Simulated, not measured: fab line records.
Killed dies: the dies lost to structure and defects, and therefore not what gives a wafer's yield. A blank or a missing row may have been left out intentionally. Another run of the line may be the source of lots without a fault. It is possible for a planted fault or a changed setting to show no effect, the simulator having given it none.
The tool behind it: which one? | flow gf180mcu | 11 lots with 33 wafers sampled at 4 steps, on a route of 602 steps

== WHAT EACH GAUGE READ, for each wafer ==
GF_PSD_RS_MEAS_14: measurement is done with a four-point probe.
lot  | measured     | on            | NSD_RS (ohm/sq)
L910 | day 14 08:13 | film metro-03 | 46.06 46.00 45.99
L911 | day 14 09:11 | film metro-03 | 46.16 45.98 45.95
L915 | day 15 18:16 | film metro-03 | 45.95 45.95 46.03
L917 | day 16 10:58 | film metro-03 | 46.07 46.10 46.00
L919 | day 17 02:23 | film metro-03 | 44.97 44.95 44.99
L920 | day 17 13:31 | film metro-01 | 45.05 44.98 45.01
L926 | day 20 01:18 | film metro-04 | 46.15 46.27 46.18
L928 | day 20 15:37 | film metro-04 | 45.95 46.08 46.07
L930 | day 21 06:49 | film metro-04 | 46.07 46.26 46.22
L931 | day 21 12:26 | film metro-01 | 46.07 46.25 46.24
L932 | day 22 10:25 | film metro-01 | 46.09 46.17 46.12

GF_PSD_RS_MEAS_15: measurement is done with a four-point probe.
lot  | measured     | on            | PSD_RS (ohm/sq)
L910 | day 14 08:20 | film metro-03 | 108.07 108.21 108.12
L911 | day 14 09:19 | film metro-03 | 107.91 107.87 108.01
L915 | day 15 18:23 | film metro-03 | 108.17 107.73 108.44
L917 | day 16 11:05 | film metro-03 | 108.42 108.75 108.41
L919 | day 17 02:30 | film metro-03 | 104.40 104.75 104.23
L920 | day 17 13:38 | film metro-01 | 104.41 104.18 104.32
L926 | day 20 01:25 | film metro-04 | 108.47 108.84 108.48
L928 | day 20 15:44 | film metro-04 | 108.16 108.28 108.29
L930 | day 21 06:56 | film metro-04 | 108.45 108.50 108.87
L931 | day 21 12:34 | film metro-01 | 108.41 108.94 108.55
L932 | day 22 10:32 | film metro-01 | 108.63 108.45 108.23

== TOOL THAT RAN EACH LOT (tool first, then ch and the chambers of the sampled wafers, then the start) ==
lot  | GF_HV_LDD_ETCHBACK_58              | GF_PSD_RTA_13
L910 | rie diel-04 ch 0,2,3, day 12 16:18 | rtp anneal-02 ch 0, day 14 08:08
L911 | rie diel-03 ch 1,2,3, day 12 16:41 | rtp anneal-01 ch 0, day 14 09:07
L915 | rie diel-03 ch 0,2,3, day 13 23:43 | rtp anneal-02 ch 0, day 15 18:10
L917 | rie diel-01 ch 0,1,3, day 14 15:17 | rtp anneal-02 ch 0, day 16 10:53
L919 | rie diel-03 ch 0,2, day 15 05:45   | rtp anneal-02 ch 0, day 17 02:18
L920 | rie diel-04 ch 0,2,3, day 15 15:37 | rtp anneal-02 ch 0, day 17 13:26
L926 | rie diel-01 ch 0,1, day 18 01:16   | rtp anneal-01 ch 0, day 20 01:13
L928 | rie diel-04 ch 0,1,2, day 18 15:13 | rtp anneal-02 ch 0, day 20 15:32
L930 | rie diel-01 ch 0,2,3, day 19 05:45 | rtp anneal-01 ch 0, day 21 06:43
L931 | rie diel-03 ch 1,2,3, day 19 10:41 | rtp anneal-02 ch 0, day 21 12:21
L932 | rie diel-01 ch 0,2, day 20 10:04   | rtp anneal-01 ch 0, day 22 10:20
- GF_HV_LDD_ETCHBACK_58: etches Si3N4 in CH3F/O2, stops on SiO2, time 100 s, target depth 90 nm.
- GF_PSD_RTA_13: time 20 s.

== WHAT THE TOOLS THEMSELVES READ (means of the sampled wafers that have a number; where no wafer has one, the mark that the record gives instead) ==
GF_HV_LDD_ETCHBACK_58.
lot  | tool        | O2_flow_sccm (sccm) | drypump motor current A (A) | oes product au (a.u.) | throttle valve pct (%)
L910 | rie diel-04 | 29.99               | 5.8                         | 0.849                 | 10.553
L911 | rie diel-03 | 30.01               | 5.7                         | 0.841                 | 10.558
L915 | rie diel-03 | 30.03               | 5.6                         | 0.840                 | 10.558
L917 | rie diel-01 | 30.04               | 5.8                         | 0.849                 | 10.565
L919 | rie diel-03 | 29.99               | 5.4                         | 0.837                 | 10.559
L920 | rie diel-04 | 29.99               | 5.8                         | 0.849                 | 10.567
L926 | rie diel-01 | 29.89               | 6.1                         | 0.853                 | 10.560
L928 | rie diel-04 | 30.04               | 5.8                         | 0.832                 | 10.568
L930 | rie diel-01 | 30.12               | 5.5                         | 0.844                 | 10.563
L931 | rie diel-03 | 30.02               | 5.7                         | 0.843                 | 10.563
L932 | rie diel-01 | 30.00               | 5.6                         | 0.844                 | 10.555

GF_PSD_RTA_13.
lot  | tool          | lamp power pct (%) | wafer_temp_C_max
L910 | rtp anneal-02 | 31.4               | 1029.4
L911 | rtp anneal-01 | 33.4               | 1029.8
L915 | rtp anneal-02 | 31.4               | 1029.5
L917 | rtp anneal-02 | 31.4               | 1029.2
L919 | rtp anneal-02 | 32.0               | 1037.6
L920 | rtp anneal-02 | 32.0               | 1037.8
L926 | rtp anneal-01 | 33.4               | 1029.3
L928 | rtp anneal-02 | 31.4               | 1029.3
L930 | rtp anneal-01 | 33.4               | 1030.7
L931 | rtp anneal-02 | 31.4               | 1030.2
L932 | rtp anneal-01 | 33.4               | 1029.7

== THE ANSWER, worked out from the rows above alone ==
Rule: what is usual is taken from the lots themselves. Put in order of their means at a reading, lots are off if they are a third of the lots or fewer, leave a main group of 4 or more, and stand apart from it by a gap of 3 or more times the standard deviation of the main group's means; of several such gaps the widest counts. Not used: any main group whose means are identical at the precision the tables above print for the reading. Also off: a lot with no number at a reading for which 4 or more lots have one. All remaining lots with rows at the step are treated as sound. First the gauges in route order, then the tools' own readings, where a lot's mean is used as printed above. At the first step where some lot is off, the reading lying furthest off is the one used; lots without a number count as furthest.
Off: at GF_PSD_RS_MEAS_14 (NSD_RS), L919, L920. For the main group the mean is 46.09 ohm/sq and the standard deviation 0.08.
If a tool, at a process step before that reading, ran all the lots that are off and no sound lot after the first of them, it fits. Not tried: the gauges at GF_PSD_RS_MEAS_14; whatever is off there is also off at GF_PSD_RTA_13, on other tools, and gauge error can't account for it. No candidate that was tried fits.

== WHAT HAD BEEN PUT IN BY THE SIMULATOR ==
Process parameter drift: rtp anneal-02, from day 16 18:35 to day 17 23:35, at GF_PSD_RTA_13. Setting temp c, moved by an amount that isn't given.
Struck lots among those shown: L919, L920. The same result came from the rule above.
